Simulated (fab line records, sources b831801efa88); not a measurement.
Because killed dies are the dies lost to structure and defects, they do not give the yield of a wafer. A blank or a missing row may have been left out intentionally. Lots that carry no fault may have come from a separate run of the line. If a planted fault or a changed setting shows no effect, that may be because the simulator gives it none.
fab line records + flow gf180mcu + part 1 of 2: steps 1 to 42 of 43
record:
- lots: 6
- wafers: 18
- lastDay: 34
route steps=602 shown M4@468 V4@476 MIM@503 PASSIVATION@602
lots that met no fault: from a run of the same line without faults
startH: the number of hours between the record's first day and the start of the first shown wafer of the lot + waitH: hours since the lot's step before + " as in the row above + L1.1+2: a row that stands for several wafers + - no value, or no start given + * or withheld: withheld + < > ~ a bound
route shown NAME@n: a module of which the file shows steps, and the number in the route of the first + usual: mean/standard deviation of fault-free wafers + same: alike in all rows + chamber/n: place in a boat + sites: each site's reading + _std_site: the values' standard deviation + _edge_site: mean of outer sites minus mean of inner sites + radiusMm: for every site, how far away it sits from the centre of the wafer + mask NAME#n: copy n + behind: the most recent tool/chamber to have shaped the wafer + hold: why the lot was held/for how many hours/how that ended + device: transistor that didn't switch, given as n, p or np + end of line: the tests these same wafers got at the end of their route + a step given without rows: its recipe and nothing more + killed: dies that structure and defects cost at the first sort, which is not the same as the wafer's yield + map: a wafer's dies, marking killed ones x, the rest . and places with no die _
set.NAME: the run value of the setting; set.NAME@STEP: its run value at that earlier step + model.NAME: the simulator's own value behind a step, which no gauge read
certain route steps with their lots: each step a table, each wafer a row
services: the hour from which a tool's chamber was out of use, counted from the record's first day as startH (under 0 if before that day), plus the number of hours and why
== steps ==
step: GF_M4_PEB_12
recipe:
- pebTempC: 135
- pebTimeS: 90
- resist: KrF
step: GF_M4_DEVELOP_13
recipe:
- developTimeS: 60
- devTempC: 21
step: GF_M4_CD_MEAS_14
recipe:
- targetCdNm: 280
usual:
- cdNm: 280.2/1.1
| lot.wafer | tool     | chamber | startH | waitH | cdNm  |
|-----------|----------|---------|--------|-------|-------|
| L770.1    | cdSem-02 | -       | 589.25 | 0.1   | 281.4 |
| L770.3    | "        | -       | "      | "     | 281.9 |
| L770.4    | "        | -       | "      | "     | 281.4 |
| L771.1    | cdSem-01 | -       | 598.40 | 0.1   | 279.2 |
| L771.4    | "        | -       | "      | "     | 279.8 |
| L771.5    | "        | -       | "      | "     | 280.2 |
| L776.3    | cdSem-02 | -       | 635.68 | 0.1   | 280.6 |
| L776.5    | "        | -       | "      | "     | 279.8 |
| L776.6    | "        | -       | "      | "     | 279.9 |
| L781.1    | cdSem-01 | -       | 672.70 | 0.1   | 281.1 |
| L781.2    | "        | -       | "      | "     | 279.7 |
| L781.5    | "        | -       | "      | "     | 280.7 |
| L784.1    | cdSem-02 | -       | 688.85 | 0.1   | 282.3 |
| L784.3    | "        | -       | "      | "     | 280.8 |
| L784.4    | "        | -       | "      | "     | 281.7 |
| L785.2    | cdSem-02 | -       | 697.57 | 0.1   | 279.1 |
| L785.4    | "        | -       | "      | "     | 280.0 |
| L785.5    | "        | -       | "      | "     | 278.9 |
step: GF_M4_OVL_MEAS_15
usual:
- M4_OVL: -2/5
| lot.wafer | tool       | chamber | startH | waitH | M4_OVL[nm] |
|-----------|------------|---------|--------|-------|------------|
| L770.1    | overlay-01 | -       | 589.37 | 0.1   | -9         |
| L770.3    | "          | -       | "      | "     | -4         |
| L770.4    | "          | -       | "      | "     | -3         |
| L771.1    | overlay-02 | -       | 598.52 | 0.1   | -1         |
| L771.4    | "          | -       | "      | "     | -6         |
| L771.5    | "          | -       | "      | "     | -1         |
| L776.3    | overlay-02 | -       | 635.77 | 0.1   | -11        |
| L776.5    | "          | -       | "      | "     | -9         |
| L776.6    | "          | -       | "      | "     | -12        |
| L781.1    | overlay-01 | -       | 672.82 | 0.1   | 1          |
| L781.2    | "          | -       | "      | "     | -6         |
| L781.5    | "          | -       | "      | "     | 2          |
| L784.1    | overlay-02 | -       | 688.97 | 0.1   | 0          |
| L784.3    | "          | -       | "      | "     | 6          |
| L784.4    | "          | -       | "      | "     | 0          |
| L785.2    | overlay-01 | -       | 697.67 | 0.1   | -17        |
| L785.4    | "          | -       | "      | "     | -7         |
| L785.5    | "          | -       | "      | "     | -12        |
step: GF_M4_METAL_ETCH_16
recipe:
- chemistry: Cl2/BCl3
- maskMaterial: KrF
- targetDepthNm: 750.8
- stopOn: SiO2
- pressureMtorr: 8
- icpW: 800
- biasW: 140
- Cl2_flow_sccm: 80
- bcl3FlowSccm: 40
- timeS: 125.1
step: GF_M4_STRIP_17
recipe:
- chemistry: O2/N2
- powerW: 1400
- pressureMtorr: 1500
- platenTempC: 250
- o2FlowSccm: 3000
- n2FlowSccm: 300
- overashFraction: 0.5
usual:
- drypumpMotorCurrentA: 6.02/0.25
- heaterPowerW: 358/26
- oesProductAu: 0.538/0.0048
- stripTimeToEndpointS: 7.41/0.038
| lot.wafer | tool           | chamber | startH | waitH | drypumpMotorCurrentA | heaterPowerW | oesProductAu | rfHoursCounterH | stripTimeToEndpointS |
|-----------|----------------|---------|--------|-------|----------------------|--------------|--------------|-----------------|----------------------|
| L770.1    | plasmaAsher-02 | 0       | 589.53 | 0.1   | 5.93                 | 336          | 0.536        | 79              | 7.38                 |
| L770.3    | "              | 1       | "      | "     | 6.12                 | 378          | 0.539        | -               | 7.41                 |
| L770.4    | "              | 0       | "      | "     | 5.92                 | 343          | 0.536        | -               | 7.41                 |
| L771.1    | plasmaAsher-04 | 0       | 598.68 | 0.1   | 5.85                 | 343          | 0.546        | 97              | 7.43                 |
| L771.4    | "              | 1       | "      | "     | 5.95                 | 401          | 0.535        | -               | 7.35                 |
| L771.5    | "              | 1       | "      | "     | 5.96                 | 399          | 0.533        | -               | 7.43                 |
| L776.3    | plasmaAsher-04 | 1       | 635.96 | 0.1   | 5.96                 | 407          | 0.536        | -               | 7.42                 |
| L776.5    | "              | 1       | "      | "     | 6.00                 | 403          | 0.531        | -               | 7.33                 |
| L776.6    | "              | 0       | "      | "     | 5.87                 | 340          | 0.536        | -               | 7.38                 |
| L781.1    | plasmaAsher-01 | 0       | 672.98 | 0.1   | 6.64                 | 319          | 0.536        | 54              | 7.36                 |
| L781.2    | "              | 1       | "      | "     | 5.77                 | 357          | 0.531        | 54              | 7.37                 |
| L781.5    | "              | 0       | "      | "     | 6.64                 | 321          | 0.536        | -               | 7.39                 |
| L784.1    | plasmaAsher-04 | 0       | 689.13 | 0.1   | 5.90                 | 345          | 0.542        | 107             | 7.42                 |
| L784.3    | "              | 0       | "      | "     | 5.87                 | 344          | 0.537        | -               | 7.42                 |
| L784.4    | "              | 1       | "      | "     | 5.96                 | 408          | 0.532        | -               | 7.34                 |
| L785.2    | plasmaAsher-04 | 1       | 697.83 | 0.1   | 5.99                 | 399          | 0.544        | 108             | 7.44                 |
| L785.4    | "              | 0       | "      | "     | 5.89                 | 348          | 0.532        | -               | 7.41                 |
| L785.5    | "              | 0       | "      | "     | 5.86                 | 344          | 0.541        | -               | 7.46                 |
step: GF_M4_STRIP_18
recipe:
- chemistry: postEtchResidueRemover
- timeS: 1200
- tempC: 72.5
step: GF_M4_CLEAN_19
recipe:
- chemistry: DIW
- dry: n2Spin
step: GF_V4_CVD_00
recipe:
- material: SiO2
- targetThkNm: 600
- sigmaOpenFrac: 0.3
- tempC: 400
- timeS: 100
- sih4FlowSccm: 60
- pressureMtorr: 6
step: GF_V4_THK_MEAS_01
recipe:
- reads: SiO2_of_V4_CVD_00
usual:
- V4_CVD_00_THK: 600/7.4
| lot.wafer | tool         | chamber | startH | waitH | V4_CVD_00_THK[nm] |
|-----------|--------------|---------|--------|-------|-------------------|
| L770.1    | filmMetro-01 | -       | 590.14 | 0.0   | 601               |
| L770.3    | "            | -       | "      | "     | 613               |
| L770.4    | "            | -       | "      | "     | 596               |
| L771.1    | filmMetro-04 | -       | 599.29 | 0.0   | 597               |
| L771.4    | "            | -       | "      | "     | 600               |
| L771.5    | "            | -       | "      | "     | 592               |
| L776.3    | filmMetro-04 | -       | 636.55 | 0.1   | 597               |
| L776.5    | "            | -       | "      | "     | 598               |
| L776.6    | "            | -       | "      | "     | 598               |
| L781.1    | filmMetro-01 | -       | 673.59 | 0.0   | 607               |
| L781.2    | "            | -       | "      | "     | 604               |
| L781.5    | "            | -       | "      | "     | 601               |
| L784.1    | filmMetro-04 | -       | 689.75 | 0.0   | 592               |
| L784.3    | "            | -       | "      | "     | 595               |
| L784.4    | "            | -       | "      | "     | 600               |
| L785.2    | filmMetro-04 | -       | 698.45 | 0.0   | 603               |
| L785.4    | "            | -       | "      | "     | 610               |
| L785.5    | "            | -       | "      | "     | 607               |
step: GF_V4_CVD_02
recipe:
- material: SiO2
- targetThkNm: 850
- precursor: TEOS
- tempC: 400
- timeS: 94.851
- rfW: 600
usual:
- heaterPowerW: 672/83
| lot.wafer | tool     | chamber | startH | waitH | heaterPowerW |
|-----------|----------|---------|--------|-------|--------------|
| L770.1    | pecvd-02 | 2       | 590.20 | 0.1   | 679          |
| L770.3    | "        | 1       | "      | "     | 776          |
| L770.4    | "        | 1       | "      | "     | 635          |
| L771.1    | pecvd-02 | 2       | 599.35 | 0.1   | 652          |
| L771.4    | "        | 1       | "      | "     | 783          |
| L771.5    | "        | 2       | "      | "     | 686          |
| L776.3    | pecvd-02 | 1       | 636.59 | 0.0   | 790          |
| L776.5    | "        | 2       | "      | "     | 673          |
| L776.6    | "        | 0       | "      | "     | 523          |
| L781.1    | pecvd-04 | 2       | 673.65 | 0.1   | 580          |
| L781.2    | "        | 1       | "      | "     | 756          |
| L781.5    | "        | 2       | "      | "     | 624          |
| L784.1    | pecvd-02 | 1       | 689.81 | 0.1   | 702          |
| L784.3    | "        | 2       | "      | "     | 662          |
| L784.4    | "        | 2       | "      | "     | 702          |
| L785.2    | pecvd-01 | 2       | 698.50 | 0.0   | 799          |
| L785.4    | "        | 1       | "      | "     | 681          |
| L785.5    | "        | 0       | "      | "     | 610          |
step: GF_V4_THK_MEAS_03
recipe:
- reads: SiO2_of_V4_CVD_02
usual:
- V4_CVD_02_THK: 852/11
| lot.wafer | tool         | chamber | startH | waitH | V4_CVD_02_THK[nm] |
|-----------|--------------|---------|--------|-------|-------------------|
| L770.1    | filmMetro-04 | -       | 590.27 | 0.0   | 847               |
| L770.3    | "            | -       | "      | "     | 846               |
| L770.4    | "            | -       | "      | "     | 856               |
| L771.1    | filmMetro-01 | -       | 599.42 | 0.0   | 848               |
| L771.4    | "            | -       | "      | "     | 869               |
| L771.5    | "            | -       | "      | "     | 861               |
| L776.3    | filmMetro-04 | -       | 636.68 | 0.1   | 852               |
| L776.5    | "            | -       | "      | "     | 851               |
| L776.6    | "            | -       | "      | "     | 862               |
| L781.1    | filmMetro-04 | -       | 673.72 | 0.0   | 841               |
| L781.2    | "            | -       | "      | "     | 842               |
| L781.5    | "            | -       | "      | "     | 852               |
| L784.1    | filmMetro-02 | -       | 689.88 | 0.0   | 845               |
| L784.3    | "            | -       | "      | "     | 834               |
| L784.4    | "            | -       | "      | "     | 858               |
| L785.2    | filmMetro-01 | -       | 698.58 | 0.0   | 839               |
| L785.4    | "            | -       | "      | "     | 840               |
| L785.5    | "            | -       | "      | "     | 844               |
step: GF_V4_CMP_04
recipe:
- material: SiO2
- downForcePsi: 4
- platenRpm: 60
- padVelocityMS: 0.94248
usual:
- motorCurrentA: 12.0/1.6
- timeToEndpointS: 81/4.7
| lot.wafer | tool   | chamber | startH | waitH | motorCurrentA | timeToEndpointS |
|-----------|--------|---------|--------|-------|---------------|-----------------|
| L770.4    | cmp-01 | 2       | 590.38 | 0.1   | 11.3          | 78              |
| L770.3    | "      | 3       | "      | "     | 11.2          | 74              |
| L770.1    | "      | 0       | "      | "     | 9.9           | 74              |
| L771.4    | cmp-01 | 3       | 599.53 | 0.1   | 11.1          | 84              |
| L771.1    | "      | 1       | "      | "     | 11.8          | 82              |
| L771.5    | "      | 2       | "      | "     | 11.5          | 84              |
| L776.3    | cmp-02 | 1       | 636.87 | 0.2   | 16.9          | 80              |
| L776.5    | "      | 2       | "      | "     | 11.6          | 78              |
| L776.6    | "      | 3       | "      | "     | 13.2          | 87              |
| L781.2    | cmp-01 | 1       | 673.78 | 0.0   | 12.4          | 77              |
| L781.1    | "      | 3       | "      | "     | 11.0          | 74              |
| L781.5    | "      | 2       | "      | "     | 11.0          | 82              |
| L784.1    | cmp-02 | 2       | 689.94 | 0.1   | 12.3          | 79              |
| L784.4    | "      | 3       | "      | "     | 13.6          | 86              |
| L784.3    | "      | 1       | "      | "     | 16.4          | 76              |
| L785.4    | cmp-02 | 0       | 698.73 | 0.1   | 10.7          | 79              |
| L785.2    | "      | 1       | "      | "     | 15.9          | 81              |
| L785.5    | "      | 2       | "      | "     | 11.8          | 84              |
step: GF_V4_BOW_MEAS_05
recipe:
- mode: bow
usual:
- V4_BOW: 135/8.9
| lot.wafer | tool         | chamber | startH | waitH | V4_BOW[um] |
|-----------|--------------|---------|--------|-------|------------|
| L770.1    | filmMetro-01 | -       | 590.63 | 0.1   | 140        |
| L770.3    | "            | -       | "      | "     | 127        |
| L770.4    | "            | -       | "      | "     | 121        |
| L771.1    | filmMetro-04 | -       | 599.78 | 0.1   | 136        |
| L771.4    | "            | -       | "      | "     | 129        |
| L771.5    | "            | -       | "      | "     | 139        |
| L776.3    | filmMetro-01 | -       | 637.06 | 0.1   | 132        |
| L776.5    | "            | -       | "      | "     | 120        |
| L776.6    | "            | -       | "      | "     | 133        |
| L781.1    | filmMetro-02 | -       | 674.08 | 0.1   | 141        |
| L781.2    | "            | -       | "      | "     | 135        |
| L781.5    | "            | -       | "      | "     | 133        |
| L784.1    | filmMetro-04 | -       | 690.24 | 0.2   | 124        |
| L784.3    | "            | -       | "      | "     | 121        |
| L784.4    | "            | -       | "      | "     | 130        |
| L785.2    | filmMetro-01 | -       | 698.95 | 0.1   | 149        |
| L785.4    | "            | -       | "      | "     | 128        |
| L785.5    | "            | -       | "      | "     | 132        |
step: GF_V4_DEHYDRATE_06
recipe:
- tempC: 200
- timeS: 60
step: GF_V4_HMDS_07
recipe:
- primeTimeS: 60
- primeTempC: 120
step: GF_V4_COAT_08
recipe:
- resist: BARC
- tempC: withheld
- timeS: withheld
- spinRpm: withheld
- resistThkNm: withheld
step: GF_V4_COAT_09
recipe:
- resist: KrF
- spinRpm: withheld
- resistThkNm: 1000
step: GF_V4_SOFTBAKE_10
recipe:
- tempC: 130
- timeS: 60
- resist: KrF
step: GF_V4_EXPOSE_11
recipe:
- maskId: Via4
- targetCdNm: 260
- na: 0.68
- sourceShape: conventional
- sigmaOuter: 0.6
- doseMj: 38
step: GF_V4_PEB_12
recipe:
- pebTempC: 135
- pebTimeS: 90
- resist: KrF
step: GF_V4_DEVELOP_13
recipe:
- developTimeS: 60
- resist: KrF
- devTempC: 21
step: GF_V4_CD_MEAS_14
recipe:
- targetCdNm: 260
usual:
- cdNm: 260.2/1.1
| lot.wafer | tool     | chamber | startH | waitH | cdNm  |
|-----------|----------|---------|--------|-------|-------|
| L770.1    | cdSem-01 | -       | 611.39 | 0.1   | 260.4 |
| L770.3    | "        | -       | "      | "     | 260.2 |
| L770.4    | "        | -       | "      | "     | 260.3 |
| L771.1    | cdSem-02 | -       | 620.59 | 0.1   | 258.4 |
| L771.4    | "        | -       | "      | "     | 260.0 |
| L771.5    | "        | -       | "      | "     | 260.8 |
| L776.3    | cdSem-02 | -       | 657.29 | 0.1   | 260.1 |
| L776.5    | "        | -       | "      | "     | 259.3 |
| L776.6    | "        | -       | "      | "     | 260.5 |
| L781.1    | cdSem-01 | -       | 692.53 | 0.1   | 261.5 |
| L781.2    | "        | -       | "      | "     | 262.4 |
| L781.5    | "        | -       | "      | "     | 261.7 |
| L784.1    | cdSem-01 | -       | 708.95 | 0.1   | 260.1 |
| L784.3    | "        | -       | "      | "     | 261.7 |
| L784.4    | "        | -       | "      | "     | 260.5 |
| L785.2    | cdSem-01 | -       | 717.17 | 0.1   | 259.5 |
| L785.4    | "        | -       | "      | "     | 260.2 |
| L785.5    | "        | -       | "      | "     | 260.7 |
step: GF_V4_OVL_MEAS_15
usual:
- V4_OVL: -1/5.5
| lot.wafer | tool       | chamber | startH | waitH | V4_OVL[nm] |
|-----------|------------|---------|--------|-------|------------|
| L770.1    | overlay-01 | -       | 611.51 | 0.1   | 11         |
| L770.3    | "          | -       | "      | "     | 5          |
| L770.4    | "          | -       | "      | "     | 12         |
| L771.1    | overlay-02 | -       | 620.71 | 0.1   | 1          |
| L771.4    | "          | -       | "      | "     | 12         |
| L771.5    | "          | -       | "      | "     | -1         |
| L776.3    | overlay-02 | -       | 657.38 | 0.1   | -6         |
| L776.5    | "          | -       | "      | "     | -1         |
| L776.6    | "          | -       | "      | "     | 2          |
| L781.1    | overlay-02 | -       | 692.65 | 0.1   | -13        |
| L781.2    | "          | -       | "      | "     | -7         |
| L781.5    | "          | -       | "      | "     | -5         |
| L784.1    | overlay-01 | -       | 709.07 | 0.1   | -2         |
| L784.3    | "          | -       | "      | "     | -4         |
| L784.4    | "          | -       | "      | "     | -9         |
| L785.2    | overlay-02 | -       | 717.27 | 0.1   | -5         |
| L785.4    | "          | -       | "      | "     | -5         |
| L785.5    | "          | -       | "      | "     | 5          |
step: GF_V4_ETCH_16
recipe:
- chemistry: N2/H2
- targetDepthA: withheld
- overetchA: withheld
- timeS: withheld
- target: BARC
- ionEnergyEv: 200
- sourceW: 500
- biasW: 100
- pressureMtorr: 30
- n2FlowSccm: 100
- h2FlowSccm: 200
step: GF_V4_ETCH_17
recipe:
- chemistry: C4F8/O2/Ar
- maskMaterial: KrF
- target: SiO2
- stopOn: TiN
- sourceW: 1500
- biasW: 1200
- pressureMtorr: 40
- c4f8FlowSccm: withheld
- O2_flow_sccm: 6
- Ar_flow_sccm: 300
- timeS: withheld
- targetDepthA: 6300
step: GF_V4_STRIP_18
recipe:
- chemistry: O2/N2
- powerW: 1400
- pressureMtorr: 1500
- platenTempC: 250
- o2FlowSccm: 3000
- n2FlowSccm: 300
- overashFraction: 0.5
step: GF_V4_STRIP_19
recipe:
- chemistry: postEtchResidueRemover
- timeS: 1200
- tempC: 72.5
step: GF_V4_CLEAN_20
recipe:
- chemistry: DIW
- dry: n2Spin
step: GF_V4_SPUTTER_21
recipe:
- material: Ti
- targetThkNm: 15
- chamberPressurePa: 5
- powerW: 2500
- substrateTempC: 200
- timeS: 80.02
step: GF_V4_SPUTTER_22
recipe:
- material: TiN
- targetThkNm: 10
- chamberPressurePa: 5
- powerW: 4000
- timeS: 40
usual:
- throttleValvePct: 30.1/1.2
| lot.wafer | tool          | chamber | startH | waitH | throttleValvePct |
|-----------|---------------|---------|--------|-------|------------------|
| L770.1    | pvdSputter-02 | -       | 612.27 | 0.0   | 29.4             |
| L770.3    | "             | -       | "      | "     | 27.4             |
| L770.4    | "             | -       | "      | "     | 29.1             |
| L771.1    | pvdSputter-02 | -       | 621.48 | 0.0   | 32.1             |
| L771.4    | "             | -       | "      | "     | 27.6             |
| L771.5    | "             | -       | "      | "     | 32.3             |
| L776.3    | pvdSputter-01 | -       | 658.16 | 0.0   | 30.6             |
| L776.5    | "             | -       | "      | "     | 30.6             |
| L776.6    | "             | -       | "      | "     | 30.2             |
| L781.1    | pvdSputter-01 | -       | 693.44 | 0.0   | 28.3             |
| L781.2    | "             | -       | "      | "     | 29.9             |
| L781.5    | "             | -       | "      | "     | 28.4             |
| L784.1    | pvdSputter-04 | -       | 709.83 | 0.0   | 30.5             |
| L784.3    | "             | -       | "      | "     | 30.6             |
| L784.4    | "             | -       | "      | "     | 30.6             |
| L785.2    | pvdSputter-02 | -       | 718.06 | 0.0   | 29.4             |
| L785.4    | "             | -       | "      | "     | 27.9             |
| L785.5    | "             | -       | "      | "     | 32.2             |
step: GF_V4_CVD_23
recipe:
- material: W
- targetThkNm: 350
- timeS: 104.9
- tempC: 400
- pressureTorr: 40
step: GF_V4_RS_MEAS_24
recipe:
- thkMeasGauge: four-point-probe
- reads: W_of_V4_CVD_23+TiN_of_V4_SPUTTER_22+Ti_of_V4_SPUTTER_21
usual:
- V4_W_RS: 0.327/0.0031
| lot.wafer | tool         | chamber | startH | waitH | V4_W_RS[ohm/sq] |
|-----------|--------------|---------|--------|-------|-----------------|
| L770.1    | filmMetro-01 | -       | 612.42 | 0.1   | 0.327           |
| L770.3    | "            | -       | "      | "     | 0.324           |
| L770.4    | "            | -       | "      | "     | 0.327           |
| L771.1    | filmMetro-01 | -       | 621.74 | 0.2   | 0.325           |
| L771.4    | "            | -       | "      | "     | 0.328           |
| L771.5    | "            | -       | "      | "     | 0.329           |
| L776.3    | filmMetro-01 | -       | 658.35 | 0.1   | 0.334           |
| L776.5    | "            | -       | "      | "     | 0.328           |
| L776.6    | "            | -       | "      | "     | 0.329           |
| L781.1    | filmMetro-02 | -       | 693.59 | 0.1   | 0.322           |
| L781.2    | "            | -       | "      | "     | 0.327           |
| L781.5    | "            | -       | "      | "     | 0.327           |
| L784.1    | filmMetro-01 | -       | 709.98 | 0.1   | 0.325           |
| L784.3    | "            | -       | "      | "     | 0.326           |
| L784.4    | "            | -       | "      | "     | 0.326           |
| L785.2    | filmMetro-04 | -       | 718.23 | 0.1   | 0.324           |
| L785.4    | "            | -       | "      | "     | 0.325           |
| L785.5    | "            | -       | "      | "     | 0.325           |
step: GF_V4_THK_MEAS_25
recipe:
- thkMeasGauge: xrf
- reads: W_of_V4_CVD_23
usual:
- V4_W_THK: 354/6.9
| lot.wafer | tool         | chamber | startH | waitH | V4_W_THK[nm] |
|-----------|--------------|---------|--------|-------|--------------|
| L770.1    | filmMetro-01 | -       | 612.54 | 0.1   | 358          |
| L770.3    | "            | -       | "      | "     | 362          |
| L770.4    | "            | -       | "      | "     | 357          |
| L771.1    | filmMetro-01 | -       | 621.86 | 0.1   | 363          |
| L771.4    | "            | -       | "      | "     | 356          |
| L771.5    | "            | -       | "      | "     | 355          |
| L776.3    | filmMetro-01 | -       | 658.45 | 0.1   | 353          |
| L776.5    | "            | -       | "      | "     | 359          |
| L776.6    | "            | -       | "      | "     | 359          |
| L781.1    | filmMetro-02 | -       | 693.71 | 0.1   | 353          |
| L781.2    | "            | -       | "      | "     | 349          |
| L781.5    | "            | -       | "      | "     | 348          |
| L784.1    | filmMetro-01 | -       | 710.10 | 0.1   | 363          |
| L784.3    | "            | -       | "      | "     | 362          |
| L784.4    | "            | -       | "      | "     | 360          |
| L785.2    | filmMetro-04 | -       | 718.34 | 0.1   | 353          |
| L785.4    | "            | -       | "      | "     | 353          |
| L785.5    | "            | -       | "      | "     | 354          |
step: GF_V4_CMP_26
recipe:
- stopOn: SiO2
- downForcePsi: 3.5
- platenRpm: 60
- tOverpolishS: 15
- targetThkNm: 0
- padVelocityMS: 0.94248
step: GF_MIM_SPUTTER_00
recipe:
- material: Ti
- targetThkNm: 37.5
- arrivingIonEnergyEv: 80
- substrateTempC: 200
- chamberPressurePa: 2
- powerW: 4000
- timeS: 150
step: GF_MIM_SPUTTER_01
recipe:
- material: TiN
- targetThkNm: 30
- powerW: 6500
- timeS: 25
- chamberPressurePa: 0.4
step: GF_MIM_SPUTTER_02
recipe:
- material: AlCu
- targetThkNm: 450
- powerW: 10600
- timeS: 23.9
- chamberPressurePa: 0.4
usual:
- throttleValvePct: 29.6/1.1
| lot.wafer | tool          | chamber | startH | waitH | throttleValvePct |
|-----------|---------------|---------|--------|-------|------------------|
| L770.1    | pvdSputter-03 | -       | 613.03 | 0.0   | 30.1             |
| L770.3    | "             | -       | "      | "     | 28.9             |
| L770.4    | "             | -       | "      | "     | 28.6             |
| L771.1    | pvdSputter-01 | -       | 622.35 | 0.0   | 27.7             |
| L771.4    | "             | -       | "      | "     | 30.6             |
| L771.5    | "             | -       | "      | "     | 30.2             |
| L776.3    | pvdSputter-02 | -       | 658.92 | 0.0   | 29.3             |
| L776.5    | "             | -       | "      | "     | 29.6             |
| L776.6    | "             | -       | "      | "     | 29.4             |
| L781.1    | pvdSputter-02 | -       | 694.21 | 0.0   | 29.2             |
| L781.2    | "             | -       | "      | "     | 27.7             |
| L781.5    | "             | -       | "      | "     | 31.9             |
| L784.1    | pvdSputter-01 | -       | 710.59 | 0.0   | 30.1             |
| L784.3    | "             | -       | "      | "     | 30.6             |
| L784.4    | "             | -       | "      | "     | 28.3             |
| L785.2    | pvdSputter-01 | -       | 718.86 | 0.0   | 28.3             |
| L785.4    | "             | -       | "      | "     | 30.1             |
| L785.5    | "             | -       | "      | "     | 29.2             |
step: GF_MIM_SPUTTER_03
recipe:
- material: Ti
- targetThkNm: 10
- substrateTempC: 300
- chamberPressurePa: 0.3
- powerW: 3000
- timeS: 6.7
usual:
- substrateTempC: 299.99/0.2
- throttleValvePct: 29.6/1.1
| lot.wafer | tool          | chamber | startH | waitH | substrateTempC | throttleValvePct |
|-----------|---------------|---------|--------|-------|----------------|------------------|
| L770.1    | pvdSputter-03 | -       | 613.06 | 0.0   | 300.03         | 30.2             |
| L770.3    | "             | -       | "      | "     | 299.94         | 28.9             |
| L770.4    | "             | -       | "      | "     | 300.26         | 29.0             |
| L771.1    | pvdSputter-01 | -       | 622.38 | 0.0   | 300.01         | 28.1             |
| L771.4    | "             | -       | "      | "     | 300.05         | 30.4             |
| L771.5    | "             | -       | "      | "     | 300.03         | 30.1             |
| L776.3    | pvdSputter-02 | -       | 658.95 | 0.0   | 299.95         | 29.1             |
| L776.5    | "             | -       | "      | "     | 300.00         | 29.3             |
| L776.6    | "             | -       | "      | "     | 300.02         | 29.5             |
| L781.1    | pvdSputter-02 | -       | 694.24 | 0.0   | 300.21         | 28.9             |
| L781.2    | "             | -       | "      | "     | 300.08         | 27.7             |
| L781.5    | "             | -       | "      | "     | 300.06         | 32.3             |
| L784.1    | pvdSputter-01 | -       | 710.62 | 0.0   | 299.77         | 30.2             |
| L784.3    | "             | -       | "      | "     | 300.09         | 30.5             |
| L784.4    | "             | -       | "      | "     | 299.96         | 28.5             |
| L785.2    | pvdSputter-01 | -       | 718.89 | 0.0   | 300.22         | 28.3             |
| L785.4    | "             | -       | "      | "     | 300.27         | 30.2             |
| L785.5    | "             | -       | "      | "     | 300.10         | 29.3             |
step: GF_MIM_SPUTTER_04
recipe:
- material: TiN
- targetThkNm: 50
- powerW: 6500
- timeS: 41.7
- chamberPressurePa: 0.4
step: GF_MIM_CVD_05
recipe:
- material: Si3N4
- targetThkNm: 42
- tempMaxC: 400
- tempC: 385
- timeS: 29.086
- rfW: 450
step: GF_MIM_THK_MEAS_06
recipe:
- reads: Si3N4_of_MIM_CVD_05
usual:
- MIM_CVD_05_THK: 42.2/0.51
| lot.wafer | tool         | chamber | startH | waitH | MIM_CVD_05_THK[nm] |
|-----------|--------------|---------|--------|-------|--------------------|
| L770.1    | filmMetro-01 | -       | 613.21 | 0.1   | 41.2               |
| L770.3    | "            | -       | "      | "     | 41.3               |
| L770.4    | "            | -       | "      | "     | 42.1               |
| L771.1    | filmMetro-01 | -       | 622.48 | 0.0   | 42.3               |
| L771.4    | "            | -       | "      | "     | 43.3               |
| L771.5    | "            | -       | "      | "     | 43.0               |
| L776.3    | filmMetro-03 | -       | 659.06 | 0.0   | 42.1               |
| L776.5    | "            | -       | "      | "     | 42.9               |
| L776.6    | "            | -       | "      | "     | 42.5               |
| L781.1    | filmMetro-02 | -       | 694.33 | 0.0   | 42.1               |
| L781.2    | "            | -       | "      | "     | 41.9               |
| L781.5    | "            | -       | "      | "     | 42.2               |
| L784.1    | filmMetro-03 | -       | 710.71 | 0.0   | 41.6               |
| L784.3    | "            | -       | "      | "     | 41.3               |
| L784.4    | "            | -       | "      | "     | 41.8               |
| L785.2    | filmMetro-02 | -       | 718.99 | 0.0   | 42.1               |
| L785.4    | "            | -       | "      | "     | 43.2               |
| L785.5    | "            | -       | "      | "     | 43.0               |
